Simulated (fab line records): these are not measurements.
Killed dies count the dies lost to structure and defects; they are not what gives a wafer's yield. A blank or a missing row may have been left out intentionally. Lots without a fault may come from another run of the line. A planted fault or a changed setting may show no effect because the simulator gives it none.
fab line records	flow sky130
record: lots: 13	wafers: 39	last_day: 50
route steps=708 shown VT_ADJUST_PCH@152 VIA3@596 METAL4@599 VIA4@656 PAD_OPEN@708
lots with no fault: from the same line, run without faults
start_h: hours from the record's opening day to when the first of the lot's shown wafers began	wait_h: time in hours since the lot's previous step	" the same as in the row above	L1.1+2: a single row standing in for several wafers	- no value, or no start was given	* or withheld: withheld	< > ~ a bound
route shown NAME@n: a module of which the file shows steps, and the number in the route of the first	usual: the fault-free wafers' mean and standard deviation	same: alike in all rows	chamber/n: place in a boat	sites: per-site readings	_std_site: their standard deviation	_edge_site: the outer-site mean with the inner-site mean subtracted	radius_mm: how far each site lies from the wafer's centre	mask NAME#n: copy n	behind: the last tool/chamber to shape the wafer	hold: what put the lot on hold/how long, in hours/how the hold closed	device: whichever transistor did not switch (one of n, p or np)	end of line: at the end of the route, the tests of the same wafers	a step with no rows: only its recipe	killed: at the first sort, the dies lost to defects and structure; wafer yield is something else	map: shows each die of a wafer: x if killed, . if not, _ if none is there
set.NAME: the setting that was run; set.NAME@STEP: the one run at that earlier step	model.NAME: the simulator's own value behind a step, which no gauge read
a sample of lots followed through the steps of the route, with each step as a table and each wafer as a row
services: the hour from which a tool's chamber was out of use, counted from the record's first day as start_h (under 0 if before that day), plus the number of hours and why
== steps ==
step: SKY_VT_ADJUST_PCH_STRIP_09
recipe: chemistry: O2/N2	power_w: 1400	pressure_mtorr: 1500	platen_temp_c: withheld	o2_flow_sccm: 3000	n2_flow_sccm: 300	overash_fraction: 0.5
usual: drypump_motor_current_A: 5.4/0.42	o2_flow_sccm: 2999/8.7	oes_product_au: 0.722/0.0041	strip_time_to_endpoint_s: 36.97/0.11
lot.wafer	tool	chamber	start_h	wait_h	drypump_motor_current_A	o2_flow_sccm	oes_product_au	rf_hours_counter_h	strip_time_to_endpoint_s
L626.1	plasma_asher-01	0	226.20	0.1	5.5	3008	0.725	50	36.95
L626.2	"	1	"	"	6.0	3008	0.724	50	37.09
L626.3	"	1	"	"	6.0	3002	0.716	-	37.00
L627.3	plasma_asher-04	1	235.58	0.1	4.7	3014	0.725	-	37.05
L627.4	"	0	"	"	5.2	2994	0.721	-	36.94
L627.5	"	1	"	"	4.7	2992	0.732	-	36.99
L628.1	plasma_asher-01	1	241.44	0.1	6.0	2999	0.723	52	37.14
L628.3	"	1	"	"	6.0	2978	0.725	-	37.16
L628.4	"	0	"	"	5.5	2994	0.715	-	37.24
L633.1	plasma_asher-04	0	302.59	0.1	5.2	3002	0.721	19	36.81
L633.4	"	1	"	"	4.7	2998	0.720	-	36.86
L633.6	"	0	"	"	5.2	2978	0.723	-	36.89
L635.2	plasma_asher-04	0	306.05	0.1	5.2	3008	0.720	19	37.00
L635.3	"	1	"	"	4.7	2994	0.720	-	36.96
L635.6	"	1	"	"	4.7	2992	0.726	-	37.07
L636.1	plasma_asher-04	1	307.35	0.1	4.8	2989	0.715	19	36.93
L636.4	"	0	"	"	5.2	3001	0.721	-	37.01
L636.6	"	0	"	"	5.2	3001	0.730	-	36.96
L640.4	plasma_asher-02	1	337.77	0.1	5.8	2986	0.718	-	36.88
L640.5	"	0	"	"	5.5	3008	0.723	-	37.08
L640.6	"	1	"	"	5.8	3002	0.714	-	37.03
L641.1	plasma_asher-01	1	347.00	0.1	6.0	3006	0.719	62	36.95
L641.3	"	0	"	"	5.5	3009	0.719	-	37.13
L641.5	"	1	"	"	6.0	3005	0.723	-	36.99
L643.2	plasma_asher-04	1	367.50	0.1	4.7	2996	0.732	25	36.87
L643.3	"	0	"	"	5.2	3001	0.726	-	36.82
L643.6	"	1	"	"	4.7	2987	0.721	-	36.91
L645.3	plasma_asher-01	1	375.43	0.1	6.0	2997	0.724	-	37.03
L645.4	"	0	"	"	5.4	2993	0.720	-	36.99
L645.6	"	1	"	"	6.0	3017	0.728	-	36.99
L646.2	plasma_asher-01	0	384.54	0.1	5.4	3012	0.722	66	37.00
L646.4	"	0	"	"	5.4	3008	0.721	-	37.13
L646.5	"	1	"	"	6.0	2994	0.716	-	37.11
L647.1	plasma_asher-02	1	392.70	0.1	5.7	2998	0.722	70	37.02
L647.3	"	1	"	"	5.8	3008	0.723	-	36.91
L647.5	"	0	"	"	5.5	3000	0.714	-	37.04
L648.2	plasma_asher-04	0	402.20	0.1	5.2	3001	0.712	29	36.99
L648.3	"	0	"	"	5.2	2998	0.722	-	37.08
L648.6	"	1	"	"	4.7	2984	0.722	-	36.97
step: SKY_VIA3_THK_MEAS_23
recipe: thk_meas_gauge: xrf	reads: W_of_VIA3_CVD_21
usual: VIA3_W_THK: 388/7.6
lot.wafer	tool	chamber	start_h	wait_h	VIA3_W_THK[nm]
L626.1	film_metro-01	-	929.02	0.1	378
L626.2	"	-	"	"	386
L626.3	"	-	"	"	387
L627.3	film_metro-02	-	937.62	0.1	381
L627.4	"	-	"	"	377
L627.5	"	-	"	"	375
L628.1	film_metro-01	-	945.28	0.1	388
L628.3	"	-	"	"	388
L628.4	"	-	"	"	388
L633.1	film_metro-03	-	998.16	0.1	390
L633.4	"	-	"	"	405
L633.6	"	-	"	"	403
L636.1	film_metro-02	-	1010.67	0.1	380
L636.4	"	-	"	"	380
L636.6	"	-	"	"	377
L635.2	film_metro-02	-	1012.03	0.1	387
L635.3	"	-	"	"	399
L635.6	"	-	"	"	384
L640.4	film_metro-03	-	1034.40	0.1	383
L640.5	"	-	"	"	386
L640.6	"	-	"	"	383
L641.1	film_metro-01	-	1040.27	0.1	391
L641.3	"	-	"	"	398
L641.5	"	-	"	"	388
L643.2	film_metro-03	-	1058.63	0.1	393
L643.3	"	-	"	"	412
L643.6	"	-	"	"	403
L645.3	film_metro-03	-	1060.76	0.1	390
L645.4	"	-	"	"	389
L645.6	"	-	"	"	389
L646.2	film_metro-02	-	1067.67	0.1	386
L646.4	"	-	"	"	401
L646.5	"	-	"	"	387
L647.1	film_metro-01	-	1075.11	0.1	391
L647.3	"	-	"	"	399
L647.5	"	-	"	"	399
L648.2	film_metro-02	-	1081.33	0.1	382
L648.3	"	-	"	"	382
L648.6	"	-	"	"	394
step: SKY_METAL4_SPUTTER_01
recipe: material: TiN	target_thk_nm: 20	power_w: 6500	time_s: 16.7	chamber_pressure_pa: 0.4
usual: throttle_valve_pct: 30.1/0.99
lot.wafer	tool	chamber	start_h	wait_h	throttle_valve_pct
L626.1	pvd_sputter-01	-	929.40	0.0	31.7
L626.2	"	-	"	"	31.5
L626.3	"	-	"	"	30.1
L627.3	pvd_sputter-04	-	937.99	0.0	31.7
L627.4	"	-	"	"	28.9
L627.5	"	-	"	"	28.4
L628.1	pvd_sputter-03	-	945.87	0.0	30.1
L628.3	"	-	"	"	29.6
L628.4	"	-	"	"	31.5
L633.1	pvd_sputter-04	-	998.55	0.0	30.5
L633.4	"	-	"	"	28.1
L633.6	"	-	"	"	30.4
L636.1	pvd_sputter-03	-	1011.05	0.0	29.3
L636.4	"	-	"	"	31.6
L636.6	"	-	"	"	29.2
L635.2	pvd_sputter-03	-	1012.40	0.0	29.3
L635.3	"	-	"	"	29.9
L635.6	"	-	"	"	29.4
L640.4	pvd_sputter-03	-	1034.76	0.0	29.9
L640.5	"	-	"	"	29.4
L640.6	"	-	"	"	30.0
L641.1	pvd_sputter-03	-	1040.65	0.0	31.2
L641.3	"	-	"	"	30.0
L641.5	"	-	"	"	30.0
L643.2	pvd_sputter-03	-	1059.00	0.0	31.1
L643.3	"	-	"	"	29.8
L643.6	"	-	"	"	29.2
L645.3	pvd_sputter-03	-	1061.25	0.0	29.9
L645.4	"	-	"	"	31.5
L645.6	"	-	"	"	29.7
L646.2	pvd_sputter-03	-	1068.04	0.0	31.3
L646.4	"	-	"	"	29.6
L646.5	"	-	"	"	29.2
L647.1	pvd_sputter-03	-	1075.87	0.0	31.5
L647.3	"	-	"	"	29.9
L647.5	"	-	"	"	29.8
L648.2	pvd_sputter-04	-	1081.71	0.0	31.3
L648.3	"	-	"	"	28.9
L648.6	"	-	"	"	28.3
step: SKY_VIA4_SPUTTER_17
recipe: material: TiN	target_thk_nm: 20	chamber_pressure_pa: 5	power_w: 4000	time_s: 80
usual: throttle_valve_pct: 30.5/0.77
lot.wafer	tool	chamber	start_h	wait_h	throttle_valve_pct
L626.1	pvd_sputter-01	-	1004.31	0.0	30.2
L626.2	"	-	"	"	31.5
L626.3	"	-	"	"	31.8
L627.3	pvd_sputter-01	-	1011.90	0.0	31.7
L627.4	"	-	"	"	30.4
L627.5	"	-	"	"	29.7
L628.1	pvd_sputter-01	-	1019.54	0.0	29.5
L628.3	"	-	"	"	31.5
L628.4	"	-	"	"	30.2
L633.1	pvd_sputter-01	-	1068.94	0.0	31.6
L633.4	"	-	"	"	29.7
L633.6	"	-	"	"	30.1
L636.1	pvd_sputter-01	-	1079.56	0.0	30.4
L636.4	"	-	"	"	31.6
L636.6	"	-	"	"	30.1
L635.2	pvd_sputter-02	-	1080.21	0.0	29.7
L635.3	"	-	"	"	30.0
L635.6	"	-	"	"	29.9
L640.4	pvd_sputter-01	-	1100.75	0.0	31.8
L640.5	"	-	"	"	30.4
L640.6	"	-	"	"	29.5
L641.1	pvd_sputter-03	-	1106.67	0.0	29.9
L641.3	"	-	"	"	30.0
L641.5	"	-	"	"	29.5
L643.2	pvd_sputter-02	-	1123.01	0.0	30.2
L643.3	"	-	"	"	31.2
L643.6	"	-	"	"	30.1
L645.3	pvd_sputter-02	-	1124.83	0.0	30.0
L645.4	"	-	"	"	29.9
L645.6	"	-	"	"	30.9
L646.2	pvd_sputter-01	-	1130.40	0.0	30.4
L646.4	"	-	"	"	31.6
L646.5	"	-	"	"	29.5
L647.1	pvd_sputter-03	-	1138.65	0.0	29.7
L647.3	"	-	"	"	29.9
L647.5	"	-	"	"	30.4
L648.2	pvd_sputter-02	-	1144.55	0.0	30.3
L648.3	"	-	"	"	31.3
L648.6	"	-	"	"	30.1
step: SKY_PAD_OPEN_PROBE_99
usual: killed_at_M0_to_M3: 42/6.6	killed_at_M4_up: 3.0/1.8	killed_at_contacts: 25/5.1	killed_at_front_end: 15/4.4	killed_at_other: 0.3/0.56	killed_dies: 86/8.6	killed_open: 47/6.9	killed_short: 38/6
same: gross_dies: 492	killed_at_back_side: 0
lot.wafer	tool	chamber	start_h	wait_h	killed_at_M0_to_M3	killed_at_M4_up	killed_at_contacts	killed_at_front_end	killed_at_other	killed_dies	killed_open	killed_short
L633.1	prober-01	-	1131.93	0.1	32	5	27	85	0	149	44	37
L633.4	prober-01	-	1132.08	0.2	43	6	21	55	0	125	46	42
L633.6	prober-01	-	1132.18	0.2	34	4	20	69	0	127	43	30
L636.1	prober-02	-	1143.53	0.1	31	4	23	55	0	113	30	48
L636.4	prober-02	-	1143.68	0.2	46	0	21	74	0	141	40	36
L636.6	prober-02	-	1143.78	0.2	41	6	22	77	0	146	38	42
L635.2	prober-01	-	1144.66	0.1	38	0	24	65	0	127	37	33
L635.3	prober-01	-	1144.71	0.2	33	2	25	59	0	119	42	36
L635.6	prober-01	-	1144.86	0.2	44	3	22	49	0	118	35	42
killed by level:class
L633.1 VT_ADJUST_PCH:unspecified=68 CONTACT:geometric_particle:open=11 VIA1:geometric_particle:open=10 FIELD_ISO:geometric_particle:short=7 FIELD_ISO:geometric_particle:open=6 LI_CONTACT:geometric_particle:open=6 CONTACT:geometric_particle:short=6 METAL1:geometric_particle:short=6
L633.4 VT_ADJUST_PCH:unspecified=37 CONTACT:geometric_particle:open=9 VIA1:geometric_particle:open=8 FIELD_ISO:geometric_particle:open=6 FIELD_ISO:geometric_particle:short=6 VIA3:geometric_particle:open=6 VIA2:geometric_particle:open=6 LI_CONTACT:geometric_particle:open=5
L633.6 VT_ADJUST_PCH:unspecified=54 VIA1:geometric_particle:open=10 CONTACT:geometric_particle:open=9 METAL1:geometric_particle:short=6 VIA3:geometric_particle:open=6 VIA2:geometric_particle:open=4 POLY_GATE:geometric_particle:short=3 POLY_GATE:geometric_particle:open=3
L636.1 VT_ADJUST_PCH:unspecified=34 FIELD_ISO:geometric_particle:short=9 VIA1:geometric_particle:open=9 POLY_GATE:geometric_particle:short=8 CONTACT:geometric_particle:short=8 LI_CONTACT:geometric_particle:open=5 CONTACT:geometric_particle:open=5 LOCAL_INTERCONNECT:geometric_particle:short=4
L636.4 VT_ADJUST_PCH:unspecified=64 VIA1:geometric_particle:open=9 LI_CONTACT:geometric_particle:open=8 VIA3:geometric_particle:open=7 METAL2:geometric_particle:short=7 VIA2:geometric_particle:open=6 LOCAL_INTERCONNECT:geometric_particle:short=5 CONTACT:geometric_particle:open=5
L636.6 VT_ADJUST_PCH:unspecified=66 VIA2:geometric_particle:open=9 VIA1:geometric_particle:open=7 LI_CONTACT:geometric_particle:open=6 CONTACT:geometric_particle:open=5 VIA2:geometric_particle:short=5 CONTACT:geometric_particle:short=4 VIA1:geometric_particle:short=4
L635.2 VT_ADJUST_PCH:unspecified=57 CONTACT:geometric_particle:open=10 VIA1:geometric_particle:open=7 LOCAL_INTERCONNECT:geometric_particle:short=6 METAL1:geometric_particle:short=6 CONTACT:geometric_particle:short=5 METAL1:geometric_particle:open=4 VIA1:geometric_particle:short=4
L635.3 VT_ADJUST_PCH:unspecified=41 CONTACT:geometric_particle:open=10 VIA1:geometric_particle:open=9 POLY_GATE:geometric_particle:short=7 METAL2:geometric_particle:short=6 LI_CONTACT:geometric_particle:open=5 LOCAL_INTERCONNECT:geometric_particle:short=4 CONTACT:geometric_particle:short=4
L635.6 VT_ADJUST_PCH:unspecified=41 CONTACT:geometric_particle:open=7 LOCAL_INTERCONNECT:geometric_particle:short=7 METAL2:geometric_particle:short=7 VIA1:geometric_particle:open=6 VIA2:geometric_particle:open=6 METAL1:geometric_particle:short=5 LI_CONTACT:geometric_particle:open=4
== services ==
tool	chamber	start_h	hours	kind
pvd_sputter-01	-	204.90	2.4	repair
pvd_sputter-03	-	209.17	9.7	repair
pvd_sputter-01	-	242.51	0.6	repair
pvd_sputter-03	-	271.87	2.4	repair
pvd_sputter-02	-	329.23	3.9	repair
plasma_asher-04	-	330.72	1.5	repair
plasma_asher-04	-	417.88	3.2	repair
pvd_sputter-01	-	423.89	1.4	repair
pvd_sputter-01	-	440.51	3.4	repair
pvd_sputter-01	-	464.20	15.1	repair
pvd_sputter-03	-	589.39	2.3	repair
pvd_sputter-01	-	625.31	2.0	repair
pvd_sputter-01	-	638.54	8.5	repair
plasma_asher-04	-	660.52	18.9	pm
pvd_sputter-01	-	701.53	0.7	repair
plasma_asher-01	-	733.75	9.0	pm
plasma_asher-01	-	765.42	0.5	repair
pvd_sputter-03	-	856.92	1.0	repair
plasma_asher-04	-	897.69	3.1	repair
plasma_asher-01	-	915.56	1.0	repair
pvd_sputter-03	-	916.19	1.5	repair
pvd_sputter-01	-	935.25	5.0	repair
plasma_asher-01	-	1041.87	2.8	pm
plasma_asher-01	-	1137.82	4.0	repair
== key ==
first_sign: step: SKY_PAD_OPEN_PROBE_99	reading: killed_at_front_end	direction: up	sigmas: 12	usual: 15	struck: 65
effect: step: SKY_PAD_OPEN_PROBE_99	reading: killed_dies	direction: up	sigmas: 5	usual: 86	struck: 129
met_at SKY_VT_ADJUST_PCH_STRIP_09
struck_lots L633,L635,L636
tester_left_out L633,L635,L636
not_acting_at SKY_VIA3_THK_MEAS_23,SKY_METAL4_SPUTTER_01,SKY_VIA4_SPUTTER_17
onset_between 235.58 302.59
fault: kind: chamber_particle_source	tool: plasma_asher-04	chamber: -	onset_h: 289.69	steps: SKY_VT_ADJUST_PCH_STRIP_09	rate_per_visit_cm2: 1.2932	end_h: 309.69
tester_left_out: of these lots the tester's yield and bins aren't shown, on N5 and GAA mostly nor the transistor test; their killed dies are dies lost to structure and defects alone, not to doping, threshold or leakage, so they don't give the yield
